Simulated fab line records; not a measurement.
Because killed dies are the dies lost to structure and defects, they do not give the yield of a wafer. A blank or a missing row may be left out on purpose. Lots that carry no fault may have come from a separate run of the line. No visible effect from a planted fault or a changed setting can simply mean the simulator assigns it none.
A lot that was struck, set against a sound lot	flow sky130	18 steps out of a route of 708
Sound: wafers L248.1, L248.2, L248.4. Struck: wafers L260.1, L260.4, L260.6. The cause is given at the end.
For every step that has rows: the tool of each side, followed by ch and its chambers, followed by its first start. Under that, the readings that differ: sound wafers	struck wafers	difference of the means	sigmas: that difference in standard deviations of wafers without a fault.
alike: a reading whose means differ by less than 2 such deviations, as well as words and numbers matching on both sides. not compared: withheld readings; readings where some wafer has no value; bounds like >300 that might hide an equal value; numbers whose values overlap and for which the record gives no deviation.
Wherever a step has rows on one side only, a row that says differs or no value, or a row with sigmas, the two part there. Numbers that have no deviation but don't overlap get no sigmas and don't part them. A reading that every wafer of one side lacks parts them only if that side has two wafers or more.

first, 4 steps without rows for these wafers: SKY_VT_ADJUST_LVTN_SOFTBAKE_14 (time 60 s); SKY_VT_ADJUST_LVTN_EXPOSE_15 (exposes mask HVN STD DERIVED, target cd 600 nm); SKY_VT_ADJUST_LVTN_PEB_16; SKY_VT_ADJUST_LVTN_DEVELOP_17 (develop time 60 s).
SKY_VT_ADJUST_LVTN_OVL_MEAS_18:
  sound on overlay-02 at day 8 02:51; struck on overlay-02 at day 11 16:32
  alike: VT_ADJUST_LVTN_01_OVL
following that, these wafers have no rows for 1 step: SKY_VT_ADJUST_LVTN_IMPLANT_19.
SKY_VT_ADJUST_LVTN_STRIP_20: strips in O2/N2.
  sound on plasma asher-01 ch 0,1, day 8 03:02; struck on plasma asher-01 ch 0,1, day 11 16:43
  alike: drypump motor current A, oes product au, strip time to endpoint s
  not compared: rf hours counter h
SKY_VT_ADJUST_LVTN_TW_MEAS_21:
  sound on film metro-03 at day 8 03:08; struck on film metro-01 at day 11 16:49
  alike: VT_ADJUST_LVTN_2_TW
then, 4 steps without rows for these wafers: SKY_VT_ADJUST_NCORE_DEHYDRATE_00 (time 60 s); SKY_VT_ADJUST_NCORE_HMDS_01 (prime time 60 s); SKY_VT_ADJUST_NCORE_COAT_02 (resist thk 1140 nm); SKY_VT_ADJUST_NCORE_SOFTBAKE_03 (time 60 s).
SKY_VT_ADJUST_NCORE_EXPOSE_04: exposes mask LVTN COMPLEMENT THIN, target cd 380 nm.
  sound on iline stepper-01 ch 0, day 8 13:13; struck on iline stepper-01 ch 0, day 12 04:27
reading	sound	struck	difference	sigmas
exposure dose mJ cm2	138.88 138.99 138.87	144.81 144.89 144.87	+5.94	+42
  alike: mask
then, 2 steps without rows for these wafers: SKY_VT_ADJUST_NCORE_PEB_05; SKY_VT_ADJUST_NCORE_DEVELOP_06 (develop time 60 s).
SKY_VT_ADJUST_NCORE_CD_MEAS_07 targets a cd of 380 nm.
  sound on cd sem-02 at day 8 23:45; struck on cd sem-01 at day 12 16:16
reading	sound	struck	difference	sigmas
cd nm (nm)	378.5 378.7 380.3	392.0 392.4 393.0	+13.3	+6
SKY_VT_ADJUST_NCORE_OVL_MEAS_08:
  sound on overlay-01 at day 8 23:52; struck on overlay-01 at day 12 16:23
  alike: VT_ADJUST_NCORE_OVL
-- the record jumps here: 36 days lie between the struck wafers' starts before and after (it left off in module VT_ADJUST_NCORE and takes up again in module PAD_OPEN, whose first step shown is number 708 of the route) --
SKY_PAD_OPEN_PROBE_99:
  the record has rows for the struck wafers here (prober-01, day 48 21:35) and none for the sound ones

WHERE THEY PART
Earliest at SKY_VT_ADJUST_NCORE_EXPOSE_04; latest, in this record, at SKY_PAD_OPEN_PROBE_99.

WHY: what had been put in by the simulator
Drift in process parameters on iline stepper-01 at SKY_VT_ADJUST_NCORE_EXPOSE_04, starting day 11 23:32. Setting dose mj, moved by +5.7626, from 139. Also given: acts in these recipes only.
